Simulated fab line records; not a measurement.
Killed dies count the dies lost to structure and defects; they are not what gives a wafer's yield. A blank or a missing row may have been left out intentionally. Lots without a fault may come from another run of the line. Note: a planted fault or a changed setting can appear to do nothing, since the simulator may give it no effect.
Split-lot experiment | flow sfq-line | 23 wafers read from 5 lots, route of 325 steps

== THE SPLIT ==
At SFQ_TRILAYER_M0_BARC_OPEN_METAL_ETCH_031 (etches BARC in O2, target depth 125 nm, time 41.7 s), the setting time-s was moved away from the recipe's 41.7 s on 9 of the 23 wafers read, by -11.5% to -6.5%. All remaining wafers had this setting at the recipe value.

Reading taken at the split's own step.

== THE READING ==
oes-product-au, in a.u., at SFQ_TRILAYER_M0_BARC_OPEN_METAL_ETCH_031 (etches BARC in O2, target depth 125 nm, time 41.7 s). On this fab line, fault-free wafers typically give 0.685 a.u. with a standard deviation of 0.0059 a.u.

wafer  | tool, chamber at the split | time-s as run, s | against the recipe | oes-product-au, a.u. | against lot-mates on the recipe
L075.1 | rie-metal-03, 0            | 41.7             | recipe             | 0.678                | -
L075.2 | rie-metal-03, 1            | 41.7             | recipe             | 0.679                | -
L075.3 | rie-metal-03, 0            | 37.09            | -11.1%             | 0.724                | +0.045
L075.4 | rie-metal-03, 1            | 37.09            | -11.1%             | 0.720                | +0.041
L075.5 | rie-metal-03, 1            | 37.09            | -11.1%             | 0.723                | +0.044
L076.1 | rie-metal-04, 0            | 41.7             | recipe             | 0.679                | -
L076.2 | rie-metal-04, 1            | 36.91            | -11.5%             | 0.723                | +0.040
L076.4 | rie-metal-04, 1            | 41.7             | recipe             | 0.684                | -
L076.5 | rie-metal-04, 0            | 41.7             | recipe             | 0.687                | -
L076.6 | rie-metal-04, 1            | 36.91            | -11.5%             | 0.719                | +0.036
L077.1 | rie-metal-03, 1            | 41.7             | recipe             | 0.679                | -
L077.2 | rie-metal-03, 0            | 41.7             | recipe             | 0.690                | -
L077.3 | rie-metal-03, 0            | 37.18            | -10.8%             | 0.730                | +0.043
L077.4 | rie-metal-03, 1            | 37.18            | -10.8%             | 0.723                | +0.036
L077.5 | rie-metal-03, 1            | 41.7             | recipe             | 0.691                | -
L082.2 | rie-metal-03, 0            | 41.7             | recipe             | 0.682                | -
L082.3 | rie-metal-03, 1            | 41.7             | recipe             | 0.679                | -
L082.4 | rie-metal-03, 0            | 41.7             | recipe             | 0.671                | -
L082.5 | rie-metal-03, 0            | 39.01            | -6.5%              | 0.699                | +0.022
L082.6 | rie-metal-03, 1            | 39.01            | -6.5%              | 0.712                | +0.035
L083.2 | rie-metal-04, 1            | 41.7             | recipe             | 0.684                | -
L083.3 | rie-metal-04, 0            | 41.7             | recipe             | 0.686                | -
L083.6 | rie-metal-04, 1            | 41.7             | recipe             | 0.679                | -

THE FIT
A straight line over all 23 wafers: oes-product-au changes by -0.00369 a.u. for each +1% of time-s; r = -0.97; the points scatter about the line by 0.0052 a.u.
The same after taking each lot's own level away (the mean of its wafers on the recipe; 23 wafers): -0.00371 a.u. for each +1%; r = -0.97; scatter 0.0046 a.u.
The reading moves by 0.043 a.u. for the largest change in time-s, on that fit.
The lots' own levels span 0.6773 to 0.6867 a.u., that is 1.6 times the standard deviation above.
The two slopes are in agreement: the lot-to-lot level therefore moves the slope only a little.
Check: for one of the wafers moved furthest among these (-11.5%), held out of the fit, the line's prediction against its lot-mates is +0.0434 a.u. It came out at +0.0397 a.u. against them.
Tool readings at the split's step, against how far the setting was moved: oes-product-au r = -0.97.

== OTHER SPLITS APPLIED TO THESE WAFERS ==
Note: prior to the reading, these wafers also went through further splits. Each is held against what the fit with the lots' levels taken away leaves over:
other split on the same wafers                    | wafers away from the commonest value | r with oes-product-au (lot level and that fit taken away)
SFQ_TRILAYER_L0_LITHO_EXPOSE_006 dose-mj          | 7                                    | -0.15
SFQ_TRILAYER_L0_LITHO_PEB_008 peb-time-s          | 9                                    | +0.16
SFQ_TRILAYER_L0_VIA_LITHO_PEB_016 peb-temp-c      | 6                                    | +0.23
SFQ_TRILAYER_L0_VIA_BARC_OPEN_VIA_ETCH_021 bias-w | 8                                    | +0.19

== THE WHOLE CHAIN: every reading that the file lists as answering this split, in the file's order ==
step                                     | what it does                                        | reading                                                                                   | change (the file's fit)                  | r (the file's)
SFQ_TRILAYER_M0_BARC_OPEN_METAL_ETCH_031 | etches BARC in O2, target depth 125 nm, time 41.7 s | oes-product-au                                                                            | -0.0037 a.u. for each +1% of the setting | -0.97
SFQ_TRILAYER_M0_BARC_OPEN_METAL_ETCH_031 | etches BARC in O2, target depth 125 nm, time 41.7 s | KrF_of_TRILAYER_M0_LITHO_COAT_021.thk-nm (the simulator's own value, which no gauge read) | -0.381 nm for each +1% of the setting    | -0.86

== FILE'S OWN FIT ==
oes-product-au changes by -0.0037 a.u. for each +1% of time-s, r = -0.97.
